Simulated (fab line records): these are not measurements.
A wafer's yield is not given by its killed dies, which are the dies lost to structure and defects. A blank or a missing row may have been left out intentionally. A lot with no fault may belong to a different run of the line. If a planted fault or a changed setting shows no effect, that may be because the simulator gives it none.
The tool behind it: which one? || flow gf180mcu || Sampling: 12 lots, 36 wafers, 7 of 602 route steps

WHAT THE GAUGES SHOWED, per wafer
GF_STI_THK_MEAS_04. Usual: for STI_CVD_03_THK the level is 208.3 nm and the standard deviation is 1.7.
{"lot": "L490", "measured": "day 1 23:34", "on": "film-metro-02", "STI_CVD_03_THK (nm)": "207.6 209.0 208.0", "flag": ""}
{"lot": "L496", "measured": "day 3 05:34", "on": "film-metro-04", "STI_CVD_03_THK (nm)": "209.5 208.7 208.6", "flag": ""}
{"lot": "L498", "measured": "day 3 15:37", "on": "film-metro-04", "STI_CVD_03_THK (nm)": "205.4 206.5 206.1", "flag": ""}
{"lot": "L499", "measured": "day 3 20:41", "on": "film-metro-04", "STI_CVD_03_THK (nm)": "206.0 206.8 207.1", "flag": ""}
{"lot": "L503", "measured": "day 4 16:34", "on": "film-metro-02", "STI_CVD_03_THK (nm)": "208.1 210.0 208.7", "flag": ""}
{"lot": "L504", "measured": "day 4 21:46", "on": "film-metro-01", "STI_CVD_03_THK (nm)": "206.5 206.8 207.3", "flag": ""}
{"lot": "L505", "measured": "day 5 02:37", "on": "film-metro-01", "STI_CVD_03_THK (nm)": "205.0 203.3 206.3", "flag": ""}
{"lot": "L506", "measured": "day 5 07:34", "on": "film-metro-04", "STI_CVD_03_THK (nm)": "207.1 209.5 208.5", "flag": ""}
{"lot": "L507", "measured": "day 5 14:39", "on": "film-metro-02", "STI_CVD_03_THK (nm)": "211.1 211.6 211.7", "flag": ""}
{"lot": "L509", "measured": "day 6 00:31", "on": "film-metro-04", "STI_CVD_03_THK (nm)": "204.8 205.7 206.3", "flag": ""}
{"lot": "L510", "measured": "day 6 04:34", "on": "film-metro-04", "STI_CVD_03_THK (nm)": "209.9 207.4 208.5", "flag": ""}
{"lot": "L511", "measured": "day 6 08:34", "on": "film-metro-04", "STI_CVD_03_THK (nm)": "207.6 206.3 206.2", "flag": ""}

GF_POLY_GATE_THK_MEAS_01. Usual: for POLY_GATE_CVD_00_THK the level is 200.4 nm and the standard deviation is 1.8.
{"lot": "L490", "measured": "day 9 02:31", "on": "film-metro-01", "POLY_GATE_CVD_00_THK (nm)": "198.5 197.1 198.0", "flag": ""}
{"lot": "L496", "measured": "day 10 19:58", "on": "film-metro-04", "POLY_GATE_CVD_00_THK (nm)": "200.3 199.4 199.9", "flag": ""}
{"lot": "L498", "measured": "day 11 15:02", "on": "film-metro-03", "POLY_GATE_CVD_00_THK (nm)": "203.4 203.6 201.6", "flag": ""}
{"lot": "L499", "measured": "day 11 17:28", "on": "film-metro-03", "POLY_GATE_CVD_00_THK (nm)": "198.1 196.7 197.6", "flag": ""}
{"lot": "L503", "measured": "day 12 21:04", "on": "film-metro-01", "POLY_GATE_CVD_00_THK (nm)": "199.5 199.5 197.8", "flag": ""}
{"lot": "L504", "measured": "day 13 03:54", "on": "film-metro-03", "POLY_GATE_CVD_00_THK (nm)": "202.2 200.9 199.6", "flag": ""}
{"lot": "L505", "measured": "day 13 08:08", "on": "film-metro-03", "POLY_GATE_CVD_00_THK (nm)": "200.8 203.7 202.6", "flag": ""}
{"lot": "L506", "measured": "day 13 15:29", "on": "film-metro-01", "POLY_GATE_CVD_00_THK (nm)": "200.9 200.0 202.1", "flag": ""}
{"lot": "L507", "measured": "day 14 00:07", "on": "film-metro-01", "POLY_GATE_CVD_00_THK (nm)": "201.9 201.1 199.6", "flag": ""}
{"lot": "L509", "measured": "day 14 15:44", "on": "film-metro-03", "POLY_GATE_CVD_00_THK (nm)": "200.7 200.8 201.0", "flag": ""}
{"lot": "L510", "measured": "day 15 00:40", "on": "film-metro-03", "POLY_GATE_CVD_00_THK (nm)": "202.2 201.0 201.0", "flag": ""}
{"lot": "L511", "measured": "day 15 03:24", "on": "film-metro-04", "POLY_GATE_CVD_00_THK (nm)": "199.2 199.3 199.0", "flag": ""}

GF_HV_LDD_CD_MEAS_19: target cd 400 nm. Usual: cd-nm 398.5 nm, standard deviation 2.7.
{"lot": "L490", "measured": "day 11 10:26", "on": "cd-sem-01", "cd-nm (nm)": "397.9 399.6 399.0", "flag": ""}
{"lot": "L496", "measured": "day 13 08:38", "on": "cd-sem-02", "cd-nm (nm)": "396.4 398.0 398.1", "flag": ""}
{"lot": "L498", "measured": "day 14 04:13", "on": "cd-sem-02", "cd-nm (nm)": "- - -", "flag": "OFF"}
{"lot": "L499", "measured": "day 14 05:48", "on": "cd-sem-01", "cd-nm (nm)": "399.3 400.3 401.1", "flag": ""}
{"lot": "L503", "measured": "day 15 14:46", "on": "cd-sem-02", "cd-nm (nm)": "397.4 394.1 393.6", "flag": ""}
{"lot": "L504", "measured": "day 15 20:22", "on": "cd-sem-01", "cd-nm (nm)": "401.3 399.6 399.6", "flag": ""}
{"lot": "L505", "measured": "day 16 02:25", "on": "cd-sem-01", "cd-nm (nm)": "401.4 400.2 398.6", "flag": ""}
{"lot": "L506", "measured": "day 16 09:16", "on": "cd-sem-01", "cd-nm (nm)": "399.7 397.4 399.9", "flag": ""}
{"lot": "L507", "measured": "day 16 18:38", "on": "cd-sem-02", "cd-nm (nm)": "396.6 399.4 396.3", "flag": ""}
{"lot": "L509", "measured": "day 17 11:07", "on": "cd-sem-01", "cd-nm (nm)": "396.8 395.0 397.1", "flag": ""}
{"lot": "L510", "measured": "day 17 21:02", "on": "cd-sem-01", "cd-nm (nm)": "398.4 398.3 398.6", "flag": ""}
{"lot": "L511", "measured": "day 18 02:35", "on": "cd-sem-02", "cd-nm (nm)": "393.4 392.1 393.4", "flag": ""}

GF_HV_LDD_TW_MEAS_23. Usual: for HV_LDD_2_TW the level is 1066 and the standard deviation is 17.
{"lot": "L490", "measured": "day 11 10:50", "on": "film-metro-02", "HV_LDD_2_TW": "1038 1048 1042", "flag": ""}
{"lot": "L496", "measured": "day 13 09:02", "on": "film-metro-01", "HV_LDD_2_TW": "1057 1064 1061", "flag": ""}
{"lot": "L498", "measured": "day 14 04:37", "on": "film-metro-02", "HV_LDD_2_TW": "29 29 29", "flag": "OFF"}
{"lot": "L499", "measured": "day 14 06:11", "on": "film-metro-01", "HV_LDD_2_TW": "1068 1068 1069", "flag": ""}
{"lot": "L503", "measured": "day 15 15:09", "on": "film-metro-01", "HV_LDD_2_TW": "1065 1068 1072", "flag": ""}
{"lot": "L504", "measured": "day 15 20:45", "on": "film-metro-02", "HV_LDD_2_TW": "1048 1046 1049", "flag": ""}
{"lot": "L505", "measured": "day 16 02:49", "on": "film-metro-03", "HV_LDD_2_TW": "1087 1087 1089", "flag": ""}
{"lot": "L506", "measured": "day 16 09:40", "on": "film-metro-02", "HV_LDD_2_TW": "1051 1043 1050", "flag": ""}
{"lot": "L507", "measured": "day 16 19:01", "on": "film-metro-01", "HV_LDD_2_TW": "1068 1061 1059", "flag": ""}
{"lot": "L509", "measured": "day 17 11:30", "on": "film-metro-01", "HV_LDD_2_TW": "1070 1066 1068", "flag": ""}
{"lot": "L510", "measured": "day 17 21:25", "on": "film-metro-03", "HV_LDD_2_TW": "1085 1088 1093", "flag": ""}
{"lot": "L511", "measured": "day 18 02:59", "on": "film-metro-02", "HV_LDD_2_TW": "1048 1047 1048", "flag": ""}

GF_HV_LDD_TW_MEAS_38. Usual: for HV_LDD_3_TW the level is 1442 and the standard deviation is 21.
{"lot": "L490", "measured": "day 12 06:47", "on": "film-metro-01", "HV_LDD_3_TW": "1438 1446 1433", "flag": ""}
{"lot": "L496", "measured": "day 14 05:43", "on": "film-metro-02", "HV_LDD_3_TW": "1393 1402 1394", "flag": ""}
{"lot": "L498", "measured": "day 15 02:31", "on": "film-metro-03", "HV_LDD_3_TW": "1623 1631 1630", "flag": "OFF"}
{"lot": "L499", "measured": "day 15 03:40", "on": "film-metro-01", "HV_LDD_3_TW": "1436 1438 1433", "flag": ""}
{"lot": "L503", "measured": "day 16 13:55", "on": "film-metro-02", "HV_LDD_3_TW": "1412 1413 1416", "flag": ""}
{"lot": "L504", "measured": "day 16 19:45", "on": "film-metro-03", "HV_LDD_3_TW": "1469 1463 1462", "flag": ""}
{"lot": "L505", "measured": "day 17 01:13", "on": "film-metro-01", "HV_LDD_3_TW": "1433 1437 1435", "flag": ""}
{"lot": "L506", "measured": "day 17 08:29", "on": "film-metro-01", "HV_LDD_3_TW": "1438 1443 1441", "flag": ""}
{"lot": "L507", "measured": "day 17 18:26", "on": "film-metro-03", "HV_LDD_3_TW": "1465 1462 1470", "flag": ""}
{"lot": "L509", "measured": "day 18 11:09", "on": "film-metro-03", "HV_LDD_3_TW": "1460 1454 1460", "flag": ""}
{"lot": "L510", "measured": "day 18 21:35", "on": "film-metro-01", "HV_LDD_3_TW": "1428 1431 1431", "flag": ""}
{"lot": "L511", "measured": "day 19 03:32", "on": "film-metro-03", "HV_LDD_3_TW": "1460 1457 1452", "flag": ""}

WHICH TOOL RAN EACH LOT (tool, then ch and the chambers of the sampled wafers, then the start)
{"lot": "L490", "GF_STI_ETCH_13": "rie-diel-03 ch 0,1,2, day 2 11:17", "GF_HV_LDD_EXPOSE_16": "iline-stepper-01 ch 0, day 11 01:07"}
{"lot": "L496", "GF_STI_ETCH_13": "rie-diel-02 ch 1,2,3, day 3 18:56", "GF_HV_LDD_EXPOSE_16": "iline-stepper-01 ch 0, day 12 22:21"}
{"lot": "L498", "GF_STI_ETCH_13": "rie-diel-02 ch 0,2,3, day 4 04:59", "GF_HV_LDD_EXPOSE_16": "iline-stepper-02 ch 0, day 13 17:49"}
{"lot": "L499", "GF_STI_ETCH_13": "rie-diel-02 ch 0,1, day 4 10:20", "GF_HV_LDD_EXPOSE_16": "iline-stepper-02 ch 0, day 13 19:30"}
{"lot": "L503", "GF_STI_ETCH_13": "rie-diel-03 ch 0,2,3, day 5 06:38", "GF_HV_LDD_EXPOSE_16": "iline-stepper-02 ch 0, day 15 03:45"}
{"lot": "L504", "GF_STI_ETCH_13": "rie-diel-03 ch 1,2, day 5 11:53", "GF_HV_LDD_EXPOSE_16": "iline-stepper-02 ch 0, day 15 09:55"}
{"lot": "L505", "GF_STI_ETCH_13": "rie-diel-02 ch 1,2,3, day 5 16:53", "GF_HV_LDD_EXPOSE_16": "iline-stepper-01 ch 0, day 15 15:28"}
{"lot": "L506", "GF_STI_ETCH_13": "rie-diel-02 ch 0,2,3, day 5 21:14", "GF_HV_LDD_EXPOSE_16": "iline-stepper-02 ch 0, day 15 22:19"}
{"lot": "L507", "GF_STI_ETCH_13": "rie-diel-03 ch 0,1,3, day 6 04:59", "GF_HV_LDD_EXPOSE_16": "iline-stepper-01 ch 0, day 16 07:34"}
{"lot": "L509", "GF_STI_ETCH_13": "rie-diel-04 ch 0,1,3, day 6 15:59", "GF_HV_LDD_EXPOSE_16": "iline-stepper-02 ch 0, day 16 23:54"}
{"lot": "L510", "GF_STI_ETCH_13": "rie-diel-02 ch 0,1, day 6 19:38", "GF_HV_LDD_EXPOSE_16": "iline-stepper-01 ch 0, day 17 09:45"}
{"lot": "L511", "GF_STI_ETCH_13": "rie-diel-02 ch 0,3, day 7 00:29", "GF_HV_LDD_EXPOSE_16": "iline-stepper-02 ch 0, day 17 15:31"}
- GF_STI_ETCH_13: etches the open film in CHF3/O2, stops on Si, target depth 282.31 nm, time 112.9 s.
- GF_HV_LDD_EXPOSE_16: exposes mask Pplus LV AREA, target cd 400 nm.

WHAT THE TOOLS THEMSELVES READ (means of the sampled wafers that have a number; where no wafer has one, the mark that the record gives instead)
GF_STI_ETCH_13. Usual: bias-w 200.0 W, standard deviation 0.57; drypump-motor-current-A 5.8 A, standard deviation 0.47; oes-product-au 0.835 a.u., standard deviation 0.006; throttle-valve-pct 8.810 %, standard deviation 0.0091.
{"lot": "L490", "tool": "rie-diel-03", "bias-w (W)": 199.4, "drypump-motor-current-A (A)": 5.4, "oes-product-au (a.u.)": 0.839, "throttle-valve-pct (%)": 8.809, "flag": ""}
{"lot": "L496", "tool": "rie-diel-02", "bias-w (W)": 200.3, "drypump-motor-current-A (A)": 6.0, "oes-product-au (a.u.)": 0.836, "throttle-valve-pct (%)": 8.813, "flag": ""}
{"lot": "L498", "tool": "rie-diel-02", "bias-w (W)": 200.2, "drypump-motor-current-A (A)": 6.2, "oes-product-au (a.u.)": 0.830, "throttle-valve-pct (%)": 8.807, "flag": ""}
{"lot": "L499", "tool": "rie-diel-02", "bias-w (W)": 199.7, "drypump-motor-current-A (A)": 5.4, "oes-product-au (a.u.)": 0.830, "throttle-valve-pct (%)": 8.798, "flag": ""}
{"lot": "L503", "tool": "rie-diel-03", "bias-w (W)": 200.3, "drypump-motor-current-A (A)": 5.3, "oes-product-au (a.u.)": 0.838, "throttle-valve-pct (%)": 8.804, "flag": ""}
{"lot": "L504", "tool": "rie-diel-03", "bias-w (W)": 199.7, "drypump-motor-current-A (A)": 5.5, "oes-product-au (a.u.)": 0.833, "throttle-valve-pct (%)": 8.798, "flag": ""}
{"lot": "L505", "tool": "rie-diel-02", "bias-w (W)": 200.0, "drypump-motor-current-A (A)": 6.0, "oes-product-au (a.u.)": 0.831, "throttle-valve-pct (%)": 8.803, "flag": ""}
{"lot": "L506", "tool": "rie-diel-02", "bias-w (W)": 199.9, "drypump-motor-current-A (A)": 6.2, "oes-product-au (a.u.)": 0.833, "throttle-valve-pct (%)": 8.811, "flag": ""}
{"lot": "L507", "tool": "rie-diel-03", "bias-w (W)": 199.7, "drypump-motor-current-A (A)": 5.6, "oes-product-au (a.u.)": 0.841, "throttle-valve-pct (%)": 8.819, "flag": ""}
{"lot": "L509", "tool": "rie-diel-04", "bias-w (W)": 199.7, "drypump-motor-current-A (A)": 5.8, "oes-product-au (a.u.)": 0.832, "throttle-valve-pct (%)": 8.810, "flag": ""}
{"lot": "L510", "tool": "rie-diel-02", "bias-w (W)": 200.5, "drypump-motor-current-A (A)": 5.3, "oes-product-au (a.u.)": 0.832, "throttle-valve-pct (%)": 8.813, "flag": ""}
{"lot": "L511", "tool": "rie-diel-02", "bias-w (W)": 200.0, "drypump-motor-current-A (A)": 6.1, "oes-product-au (a.u.)": 0.834, "throttle-valve-pct (%)": 8.810, "flag": ""}

THE ANSWER, worked out from the rows above alone
Rule: a lot counts as off when the mean over its wafers that have a number is more than 3 standard deviations away from the usual mean. Also off: a lot with no number at a reading for which 4 or more lots have one. Any other lot the step has rows for is counted as sound. Order of review: gauges by route order, followed by the tools' own readings, for which a lot's mean as printed above is used. The first step at which some lot is off is used, and at that step the reading that is off furthest; a lot without a number counts as furthest.
Off at GF_HV_LDD_CD_MEAS_19 (cd-nm): L498. Without a number there: L498.
A tool fits if, at a process step before that reading, it ran every lot that is off, and no sound lot after the first of them. The gauges at GF_HV_LDD_CD_MEAS_19 aren't tried: what is off there is off at GF_HV_LDD_TW_MEAS_23 too, on other tools, and a gauge's error can't cause that. Not one of the candidates tried fits.

WHAT HAD BEEN PUT IN BY THE SIMULATOR
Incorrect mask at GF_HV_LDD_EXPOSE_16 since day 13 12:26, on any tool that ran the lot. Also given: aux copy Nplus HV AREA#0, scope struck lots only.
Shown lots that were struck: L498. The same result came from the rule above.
